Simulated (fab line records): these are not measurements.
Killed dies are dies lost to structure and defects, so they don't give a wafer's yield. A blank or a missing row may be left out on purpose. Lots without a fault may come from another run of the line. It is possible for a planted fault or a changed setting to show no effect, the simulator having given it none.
What tool caused it? || flow sky130 || Sampling: 12 lots, 36 wafers, 4 of 708 route steps

WHAT EACH GAUGE READ, for each wafer
Not one reading of a measure or inspect step in the record can be checked against a usual standard deviation.

WHAT TOOL EACH LOT RAN ON (gives the tool, then ch and the chambers of the sampled wafers, and finally the start)
{"lot": "L470", "SKY_NWELL_IMPLANT_13": "implanter-04 ch 0, day 4 14:29", "SKY_SONOS_ONO_STRIP_17": "plasma_asher-03 ch 0,1, day 12 13:44", "SKY_SD_N_RTA_14": "rtp_anneal-02 ch 0, day 27 18:44", "SKY_METAL1_STRIP_20": "plasma_asher-01 ch 0,1, day 32 15:42"}
{"lot": "L471", "SKY_NWELL_IMPLANT_13": "implanter-04 ch 0, day 4 21:30", "SKY_SONOS_ONO_STRIP_17": "plasma_asher-03 ch 0,1, day 12 22:10", "SKY_SD_N_RTA_14": "rtp_anneal-01 ch 0, day 28 14:58", "SKY_METAL1_STRIP_20": "plasma_asher-04 ch 0,1, day 33 12:49"}
{"lot": "L474", "SKY_NWELL_IMPLANT_13": "implanter-03 ch 0, day 5 16:16", "SKY_SONOS_ONO_STRIP_17": "plasma_asher-03 ch 0,1, day 14 05:02", "SKY_SD_N_RTA_14": "rtp_anneal-02 ch 0, day 29 13:17", "SKY_METAL1_STRIP_20": "plasma_asher-01 ch 0,1, day 34 08:19"}
{"lot": "L475", "SKY_NWELL_IMPLANT_13": "implanter-02 ch 0, day 5 21:24", "SKY_SONOS_ONO_STRIP_17": "plasma_asher-03 ch 0,1, day 14 10:11", "SKY_SD_N_RTA_14": "rtp_anneal-01 ch 0, day 29 21:45", "SKY_METAL1_STRIP_20": "plasma_asher-03 ch 0,1, day 34 16:19"}
{"lot": "L476", "SKY_NWELL_IMPLANT_13": "implanter-02 ch 0, day 6 02:33", "SKY_SONOS_ONO_STRIP_17": "plasma_asher-01 ch 0,1, day 14 15:35", "SKY_SD_N_RTA_14": "rtp_anneal-02 ch 0, day 30 04:22", "SKY_METAL1_STRIP_20": "plasma_asher-01 ch 0,1, day 34 22:00"}
{"lot": "L477", "SKY_NWELL_IMPLANT_13": "implanter-04 ch 0, day 6 07:24", "SKY_SONOS_ONO_STRIP_17": "plasma_asher-03 ch 0,1, day 15 01:05", "SKY_SD_N_RTA_14": "rtp_anneal-01 ch 0, day 30 15:05", "SKY_METAL1_STRIP_20": "plasma_asher-01 ch 0,1, day 35 09:34"}
{"lot": "L478", "SKY_NWELL_IMPLANT_13": "implanter-02 ch 0, day 6 13:50", "SKY_SONOS_ONO_STRIP_17": "plasma_asher-01 ch 0,1, day 15 14:38", "SKY_SD_N_RTA_14": "rtp_anneal-02 ch 0, day 31 04:35", "SKY_METAL1_STRIP_20": "plasma_asher-03 ch 0,1, day 35 20:55"}
{"lot": "L479", "SKY_NWELL_IMPLANT_13": "implanter-02 ch 0, day 6 19:00", "SKY_SONOS_ONO_STRIP_17": "plasma_asher-01 ch 0,1, day 15 22:05", "SKY_SD_N_RTA_14": "rtp_anneal-01 ch 0, day 31 10:21", "SKY_METAL1_STRIP_20": "plasma_asher-01 ch 0,1, day 36 03:07"}
{"lot": "L483", "SKY_NWELL_IMPLANT_13": "implanter-02 ch 0, day 7 18:48", "SKY_SONOS_ONO_STRIP_17": "plasma_asher-03 ch 0,1, day 17 05:01", "SKY_SD_N_RTA_14": "rtp_anneal-01 ch 0, day 32 12:03", "SKY_METAL1_STRIP_20": "plasma_asher-01 ch 0,1, day 37 02:58"}
{"lot": "L485", "SKY_NWELL_IMPLANT_13": "implanter-02 ch 0, day 8 16:41", "SKY_SONOS_ONO_STRIP_17": "plasma_asher-03 ch 0,1, day 18 08:32", "SKY_SD_N_RTA_14": "rtp_anneal-01 ch 0, day 33 15:10", "SKY_METAL1_STRIP_20": "plasma_asher-04 ch 0,1, day 38 04:32"}
{"lot": "L490", "SKY_NWELL_IMPLANT_13": "implanter-04 ch 0, day 9 14:09", "SKY_SONOS_ONO_STRIP_17": "plasma_asher-01 ch 0,1, day 19 15:35", "SKY_SD_N_RTA_14": "rtp_anneal-01 ch 0, day 34 16:21", "SKY_METAL1_STRIP_20": "plasma_asher-03 ch 0,1, day 39 03:52"}
{"lot": "L493", "SKY_NWELL_IMPLANT_13": "implanter-04 ch 0, day 10 04:17", "SKY_SONOS_ONO_STRIP_17": "plasma_asher-04 ch 0, day 20 14:45", "SKY_SD_N_RTA_14": "rtp_anneal-01 ch 0, day 35 12:24", "SKY_METAL1_STRIP_20": "plasma_asher-04 ch 1, day 40 00:29"}
- SKY_NWELL_IMPLANT_13
- SKY_SONOS_ONO_STRIP_17: strips in O2/N2.
- SKY_SD_N_RTA_14: time 2 s.
- SKY_METAL1_STRIP_20: strips in O2/N2.

WHAT THE TOOLS THEMSELVES READ (means of the sampled wafers that have a number; where no wafer has one, the mark that the record gives instead)
SKY_NWELL_IMPLANT_13. Usual: dose_ions_cm2 at 6.999e+11, with a standard deviation of 8.9e+08.
{"lot": "L470", "tool": "implanter-04", "dose_ions_cm2": 6.993e+11, "flag": ""}
{"lot": "L471", "tool": "implanter-04", "dose_ions_cm2": 7.001e+11, "flag": ""}
{"lot": "L474", "tool": "implanter-03", "dose_ions_cm2": 6.997e+11, "flag": ""}
{"lot": "L475", "tool": "implanter-02", "dose_ions_cm2": 7.007e+11, "flag": ""}
{"lot": "L476", "tool": "implanter-02", "dose_ions_cm2": 6.993e+11, "flag": ""}
{"lot": "L477", "tool": "implanter-04", "dose_ions_cm2": 7.001e+11, "flag": ""}
{"lot": "L478", "tool": "implanter-02", "dose_ions_cm2": 7.002e+11, "flag": ""}
{"lot": "L479", "tool": "implanter-02", "dose_ions_cm2": 6.989e+11, "flag": ""}
{"lot": "L483", "tool": "implanter-02", "dose_ions_cm2": 6.881e+11, "flag": "OFF"}
{"lot": "L485", "tool": "implanter-02", "dose_ions_cm2": 6.875e+11, "flag": "OFF"}
{"lot": "L490", "tool": "implanter-04", "dose_ions_cm2": 7.001e+11, "flag": ""}
{"lot": "L493", "tool": "implanter-04", "dose_ions_cm2": 7.012e+11, "flag": ""}

SKY_SONOS_ONO_STRIP_17. Usual: drypump_motor_current_A 5.59 A, standard deviation 0.23; oes_product_au 0.710 a.u., standard deviation 0.0046; strip_time_to_endpoint_s 14.12 s, standard deviation 0.035.
{"lot": "L470", "tool": "plasma_asher-03", "drypump_motor_current_A (A)": 5.44, "oes_product_au (a.u.)": 0.708, "strip_time_to_endpoint_s (s)": 14.14, "flag": ""}
{"lot": "L471", "tool": "plasma_asher-03", "drypump_motor_current_A (A)": 5.61, "oes_product_au (a.u.)": 0.713, "strip_time_to_endpoint_s (s)": 14.12, "flag": ""}
{"lot": "L474", "tool": "plasma_asher-03", "drypump_motor_current_A (A)": 5.59, "oes_product_au (a.u.)": 0.710, "strip_time_to_endpoint_s (s)": 14.07, "flag": ""}
{"lot": "L475", "tool": "plasma_asher-03", "drypump_motor_current_A (A)": 5.43, "oes_product_au (a.u.)": 0.711, "strip_time_to_endpoint_s (s)": 14.07, "flag": ""}
{"lot": "L476", "tool": "plasma_asher-01", "drypump_motor_current_A (A)": 5.52, "oes_product_au (a.u.)": 0.711, "strip_time_to_endpoint_s (s)": 14.09, "flag": ""}
{"lot": "L477", "tool": "plasma_asher-03", "drypump_motor_current_A (A)": 5.58, "oes_product_au (a.u.)": 0.709, "strip_time_to_endpoint_s (s)": 14.11, "flag": ""}
{"lot": "L478", "tool": "plasma_asher-01", "drypump_motor_current_A (A)": 5.54, "oes_product_au (a.u.)": 0.713, "strip_time_to_endpoint_s (s)": 14.11, "flag": ""}
{"lot": "L479", "tool": "plasma_asher-01", "drypump_motor_current_A (A)": 5.49, "oes_product_au (a.u.)": 0.711, "strip_time_to_endpoint_s (s)": 14.15, "flag": ""}
{"lot": "L483", "tool": "plasma_asher-03", "drypump_motor_current_A (A)": 5.62, "oes_product_au (a.u.)": 0.712, "strip_time_to_endpoint_s (s)": 14.15, "flag": ""}
{"lot": "L485", "tool": "plasma_asher-03", "drypump_motor_current_A (A)": 5.41, "oes_product_au (a.u.)": 0.708, "strip_time_to_endpoint_s (s)": 14.15, "flag": ""}
{"lot": "L490", "tool": "plasma_asher-01", "drypump_motor_current_A (A)": 5.54, "oes_product_au (a.u.)": 0.710, "strip_time_to_endpoint_s (s)": 14.09, "flag": ""}
{"lot": "L493", "tool": "plasma_asher-04", "drypump_motor_current_A (A)": 5.66, "oes_product_au (a.u.)": 0.710, "strip_time_to_endpoint_s (s)": 14.12, "flag": ""}

SKY_SD_N_RTA_14. Usual: lamp_power_pct 15.74 %, standard deviation 0.053; ramp_up_c_per_s 150.00, standard deviation 0.028; wafer_temp_C_max 1077.9, standard deviation 1.3.
{"lot": "L470", "tool": "rtp_anneal-02", "lamp_power_pct (%)": 15.78, "ramp_up_c_per_s": 150.01, "wafer_temp_C_max": 1079.1, "flag": ""}
{"lot": "L471", "tool": "rtp_anneal-01", "lamp_power_pct (%)": 15.65, "ramp_up_c_per_s": 150.01, "wafer_temp_C_max": 1078.1, "flag": ""}
{"lot": "L474", "tool": "rtp_anneal-02", "lamp_power_pct (%)": 15.72, "ramp_up_c_per_s": 150.00, "wafer_temp_C_max": 1077.5, "flag": ""}
{"lot": "L475", "tool": "rtp_anneal-01", "lamp_power_pct (%)": 15.77, "ramp_up_c_per_s": 150.00, "wafer_temp_C_max": 1076.9, "flag": ""}
{"lot": "L476", "tool": "rtp_anneal-02", "lamp_power_pct (%)": 15.75, "ramp_up_c_per_s": 149.97, "wafer_temp_C_max": 1076.8, "flag": ""}
{"lot": "L477", "tool": "rtp_anneal-01", "lamp_power_pct (%)": 15.73, "ramp_up_c_per_s": 149.99, "wafer_temp_C_max": 1078.3, "flag": ""}
{"lot": "L478", "tool": "rtp_anneal-02", "lamp_power_pct (%)": 15.76, "ramp_up_c_per_s": 149.99, "wafer_temp_C_max": 1078.5, "flag": ""}
{"lot": "L479", "tool": "rtp_anneal-01", "lamp_power_pct (%)": 15.70, "ramp_up_c_per_s": 149.99, "wafer_temp_C_max": 1078.4, "flag": ""}
{"lot": "L483", "tool": "rtp_anneal-01", "lamp_power_pct (%)": 15.74, "ramp_up_c_per_s": 150.01, "wafer_temp_C_max": 1077.6, "flag": ""}
{"lot": "L485", "tool": "rtp_anneal-01", "lamp_power_pct (%)": 15.83, "ramp_up_c_per_s": 150.04, "wafer_temp_C_max": 1077.7, "flag": ""}
{"lot": "L490", "tool": "rtp_anneal-01", "lamp_power_pct (%)": 15.72, "ramp_up_c_per_s": 150.01, "wafer_temp_C_max": 1078.4, "flag": ""}
{"lot": "L493", "tool": "rtp_anneal-01", "lamp_power_pct (%)": 15.75, "ramp_up_c_per_s": 149.99, "wafer_temp_C_max": 1077.7, "flag": ""}

SKY_METAL1_STRIP_20. Usual: drypump_motor_current_A 5.59 A, standard deviation 0.21; oes_product_au 0.343 a.u., standard deviation 0.0054; strip_time_to_endpoint_s 2.71 s, standard deviation 0.045.
{"lot": "L470", "tool": "plasma_asher-01", "drypump_motor_current_A (A)": 5.49, "oes_product_au (a.u.)": 0.343, "strip_time_to_endpoint_s (s)": 2.76, "flag": ""}
{"lot": "L471", "tool": "plasma_asher-04", "drypump_motor_current_A (A)": 5.75, "oes_product_au (a.u.)": 0.336, "strip_time_to_endpoint_s (s)": 2.71, "flag": ""}
{"lot": "L474", "tool": "plasma_asher-01", "drypump_motor_current_A (A)": 5.49, "oes_product_au (a.u.)": 0.344, "strip_time_to_endpoint_s (s)": 2.73, "flag": ""}
{"lot": "L475", "tool": "plasma_asher-03", "drypump_motor_current_A (A)": 5.60, "oes_product_au (a.u.)": 0.345, "strip_time_to_endpoint_s (s)": 2.70, "flag": ""}
{"lot": "L476", "tool": "plasma_asher-01", "drypump_motor_current_A (A)": 5.53, "oes_product_au (a.u.)": 0.346, "strip_time_to_endpoint_s (s)": 2.64, "flag": ""}
{"lot": "L477", "tool": "plasma_asher-01", "drypump_motor_current_A (A)": 5.54, "oes_product_au (a.u.)": 0.347, "strip_time_to_endpoint_s (s)": 2.73, "flag": ""}
{"lot": "L478", "tool": "plasma_asher-03", "drypump_motor_current_A (A)": 5.57, "oes_product_au (a.u.)": 0.344, "strip_time_to_endpoint_s (s)": 2.70, "flag": ""}
{"lot": "L479", "tool": "plasma_asher-01", "drypump_motor_current_A (A)": 5.53, "oes_product_au (a.u.)": 0.341, "strip_time_to_endpoint_s (s)": 2.70, "flag": ""}
{"lot": "L483", "tool": "plasma_asher-01", "drypump_motor_current_A (A)": 5.53, "oes_product_au (a.u.)": 0.339, "strip_time_to_endpoint_s (s)": 2.69, "flag": ""}
{"lot": "L485", "tool": "plasma_asher-04", "drypump_motor_current_A (A)": 5.84, "oes_product_au (a.u.)": 0.341, "strip_time_to_endpoint_s (s)": 2.66, "flag": ""}
{"lot": "L490", "tool": "plasma_asher-03", "drypump_motor_current_A (A)": 5.62, "oes_product_au (a.u.)": 0.344, "strip_time_to_endpoint_s (s)": 2.70, "flag": ""}
{"lot": "L493", "tool": "plasma_asher-04", "drypump_motor_current_A (A)": 5.93, "oes_product_au (a.u.)": 0.346, "strip_time_to_endpoint_s (s)": 2.74, "flag": ""}

THE ANSWER, worked out from the rows above alone
Rule: a lot counts as off when the mean over its wafers that have a number is more than 3 standard deviations away from the usual mean. A lot without any number at a reading at which 4 lots or more have one is off too. Any other lot the step has rows for is counted as sound. The gauges are gone through in route order, then the tools' own readings, and for those a lot's mean is taken as printed above. The first step at which some lot is off is used, and at that step the reading that is off furthest; a lot without a number counts as furthest.
Off at SKY_NWELL_IMPLANT_13 (dose_ions_cm2): L483, L485.
A tool fits if, at that step or a process step before it, it ran every lot that is off, and no sound lot after the first of them. One fits: implanter-02 at SKY_NWELL_IMPLANT_13. Its last sound lot is L479 (day 6 19:00), its first lot that is off L483 (day 7 18:48): a fault that began between those two fits.
The tool's own readings at SKY_NWELL_IMPLANT_13 bear it out: on the lots that are off they differ by more than 5 times the standard deviation of the sound lots' means. dose_ions_cm2 reads 6.878e+11 there against 7.000e+11 on the sound lots.

WHAT HAD BEEN PUT IN BY THE SIMULATOR
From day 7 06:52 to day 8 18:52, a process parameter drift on implanter-02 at SKY_NWELL_IMPLANT_13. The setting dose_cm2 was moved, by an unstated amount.
Struck lots among those shown: L483, L485. Same finding as the rule above.
